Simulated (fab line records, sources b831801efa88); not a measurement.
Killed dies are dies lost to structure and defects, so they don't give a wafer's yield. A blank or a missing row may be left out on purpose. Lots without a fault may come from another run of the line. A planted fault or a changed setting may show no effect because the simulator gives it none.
A struck lot beside a sound one | flow sky130 | 43 steps out of a route of 708
Sound: wafers L866.1, L866.2, L866.5. Struck: wafers L883.2, L883.3, L883.5. The cause comes at the end.
At each step with rows: each side's tool, then ch and its chambers, then its first start. Under that, the readings that differ: sound wafers | struck wafers | difference of the means | sigmas: that difference in standard deviations of wafers without a fault.
alike: readings whose means differ by less than 2 such deviations, and words and numbers that are the same on both sides. not compared: withheld readings, readings that some wafer has no value for, bounds like >300 that may hide the same value, and numbers for which the record gives no deviation and whose values overlap.
The two part at a step that has a row with sigmas, a row that says differs or no value, or rows on one side only. Numbers that don't overlap but have no deviation are shown without sigmas and don't part them. A reading that every wafer of one side lacks parts them only if that side has two wafers or more.

first, 1 step without rows for these wafers: SKY_VT_ADJUST_PCH_IMPLANT_08.
SKY_VT_ADJUST_PCH_STRIP_09: strips in O2/N2.
  sound on plasma_asher-04 ch 0,1, day 10 18:53; struck on plasma_asher-02 ch 0,1, day 16 02:11
  alike: drypump_motor_current_A, n2_flow_sccm, oes_product_au, strip_time_to_endpoint_s
  not compared: rf_hours_counter_h
SKY_VT_ADJUST_PCH_TW_MEAS_10:
  sound on film_metro-01, day 10 18:59; struck on film_metro-03, day 16 02:18
  reading          | sound             | struck            | difference | sigmas
  VT_ADJUST_PCH_TW | 144.0 143.2 143.2 | 141.0 139.9 140.6 | -3.0       | -3
then, 7 steps without rows for these wafers: SKY_SONOS_TUNNEL_DEHYDRATE_00 (time 60 s); SKY_SONOS_TUNNEL_HMDS_01 (prime time 60 s); SKY_SONOS_TUNNEL_COAT_02 (resist thk 1140 nm); SKY_SONOS_TUNNEL_SOFTBAKE_03 (time 60 s); SKY_SONOS_TUNNEL_EXPOSE_04 (exposes mask TUNM, target cd 410 nm); SKY_SONOS_TUNNEL_PEB_05; SKY_SONOS_TUNNEL_DEVELOP_06 (develop time 60 s).
SKY_SONOS_TUNNEL_CD_MEAS_07: target cd 410 nm.
  sound on cd_sem-01, day 11 17:51; struck on cd_sem-01, day 17 06:04
  alike: cd_nm
SKY_SONOS_TUNNEL_OVL_MEAS_08:
  sound on overlay-01, day 11 17:58; struck on overlay-02, day 17 06:11
  alike: SONOS_TUNNEL_OVL
SKY_SONOS_TUNNEL_IMPLANT_09:
  sound on implanter-01 ch 0, day 11 18:01; struck on implanter-02 ch 0, day 17 06:14
then, 2 steps without rows for these wafers: SKY_SONOS_TUNNEL_WET_ETCH_10 (etches SiO2 in dHF, target depth 14 nm, time 280 s); SKY_SONOS_TUNNEL_STRIP_11 (strips in SPM, time 600 s).
SKY_SONOS_TUNNEL_TW_MEAS_12:
  sound on film_metro-03, day 11 18:26; struck on film_metro-01, day 17 06:38
  alike: SONOS_TUNNEL_TW
then, 2 steps without rows for these wafers: SKY_SONOS_TUNNEL_CLEAN_13 (cleans in dHF, time 20 s); SKY_SONOS_ONO_OXIDATION_00 (stabilise 600 s, purge 300 s, target thk 2.6 nm).
SKY_SONOS_ONO_THK_MEAS_01:
  sound on film_metro-02, day 11 19:52; struck on film_metro-02, day 17 09:41
  alike: SONOS_ONO_OXIDATION_THK
then, 1 step without rows for these wafers: SKY_SONOS_ONO_CVD_02 (deposits Si3N4 from DCS/NH3, target thk 10.5 nm, time 180 s).
SKY_SONOS_ONO_THK_MEAS_03:
  sound on film_metro-02, day 11 20:58; struck on film_metro-04, day 17 12:23
  alike: SONOS_ONO_CVD_02_THK
then, 1 step without rows for these wafers: SKY_SONOS_ONO_CVD_04 (deposits SiO2 from SiH4/N2O, target thk 5.7199 nm).
SKY_SONOS_ONO_THK_MEAS_05:
  sound on film_metro-04, day 11 22:17; struck on film_metro-04, day 17 13:42
  alike: SONOS_ONO_CVD_04_THK
then, 7 steps without rows for these wafers: SKY_SONOS_ONO_DEHYDRATE_06 (time 60 s); SKY_SONOS_ONO_HMDS_07 (prime time 60 s); SKY_SONOS_ONO_COAT_08 (resist thk 1140 nm); SKY_SONOS_ONO_SOFTBAKE_09 (time 60 s); SKY_SONOS_ONO_EXPOSE_10 (exposes mask ONOM, target cd 410 nm); SKY_SONOS_ONO_PEB_11; SKY_SONOS_ONO_DEVELOP_12 (develop time 60 s).
SKY_SONOS_ONO_CD_MEAS_13: target cd 410 nm.
  sound on cd_sem-02, day 12 22:04; struck on cd_sem-01, day 18 19:28
  alike: cd_nm
SKY_SONOS_ONO_OVL_MEAS_14:
  sound on overlay-01, day 12 22:11; struck on overlay-02, day 18 19:35
  alike: SONOS_ONO_OVL
SKY_SONOS_ONO_ETCH_15: etches the open film in CHF3/O2, target depth 19.52 nm, time 7.8 s.
  sound on rie_diel-01 ch 1,2,3, day 12 22:13; struck on rie_diel-01 ch 0,1,2, day 18 19:37
  alike: O2_flow_sccm, drypump_motor_current_A, oes_product_au, throttle_valve_pct
  not compared: rf_hours_counter_h
then, 1 step without rows for these wafers: SKY_SONOS_ONO_WET_ETCH_16 (etches SiO2 in dHF, target depth 14 nm, time 280 s).
SKY_SONOS_ONO_STRIP_17: strips in O2/N2.
  sound on plasma_asher-01 ch 0,1, day 12 22:20; struck on plasma_asher-03 ch 0, day 18 19:43
  alike: drypump_motor_current_A, n2_flow_sccm, oes_product_au, strip_time_to_endpoint_s
  not compared: rf_hours_counter_h
then, 3 steps without rows for these wafers: SKY_SONOS_ONO_WET_ETCH_18 (etches Si3N4 in H3PO4, target depth 15 nm, time 172 s); SKY_GATE_OXIDE_CLEAN_00 (cleans in SC1/SC2, time 150 s); SKY_GATE_OXIDE_OXIDATION_01 (stabilise 600 s, purge 300 s, target thk 10.268 nm).
SKY_GATE_OXIDE_THK_MEAS_02:
  sound on film_metro-01, day 13 01:06; struck on film_metro-04, day 18 21:20
  alike: GATE_OXIDE_OXIDATION_00_THK
then, 3 steps without rows for these wafers: SKY_GATE_OXIDE_DEHYDRATE_03 (time 60 s); SKY_GATE_OXIDE_HMDS_04 (prime time 60 s); SKY_GATE_OXIDE_COAT_05 (resist thk 1140 nm).
-- the record jumps here: 31 days lie between the struck wafers' starts before and after (it left off in module GATE_OXIDE and takes up again in module PAD_OPEN, whose first step shown is number 708 of the route) --
SKY_PAD_OPEN_PROBE_99:
  sound on prober-01, day 46 01:56; struck on prober-02, day 50 00:19
  reading                               | sound            | struck           | difference | sigmas
  killed_at_front_end                   | 23 14 21         | 12 8 7           | -10        | -2
  killed_dies                           | 106 102 93       | 82 82 82         | -18        | -2
  model.etest.tip_sonos.rs_ohm_sq_range | 24.06 31.24 55.2 | 97.3 69.22 81.29 | +45.8      |
  alike: killed_at_M0_to_M3, killed_at_M4_up, killed_at_contacts, killed_at_other, killed_open, killed_short

WHERE THEY PART
First at SKY_VT_ADJUST_PCH_TW_MEAS_10; last, within this record, at SKY_PAD_OPEN_PROBE_99.

WHY: what the simulator had put in
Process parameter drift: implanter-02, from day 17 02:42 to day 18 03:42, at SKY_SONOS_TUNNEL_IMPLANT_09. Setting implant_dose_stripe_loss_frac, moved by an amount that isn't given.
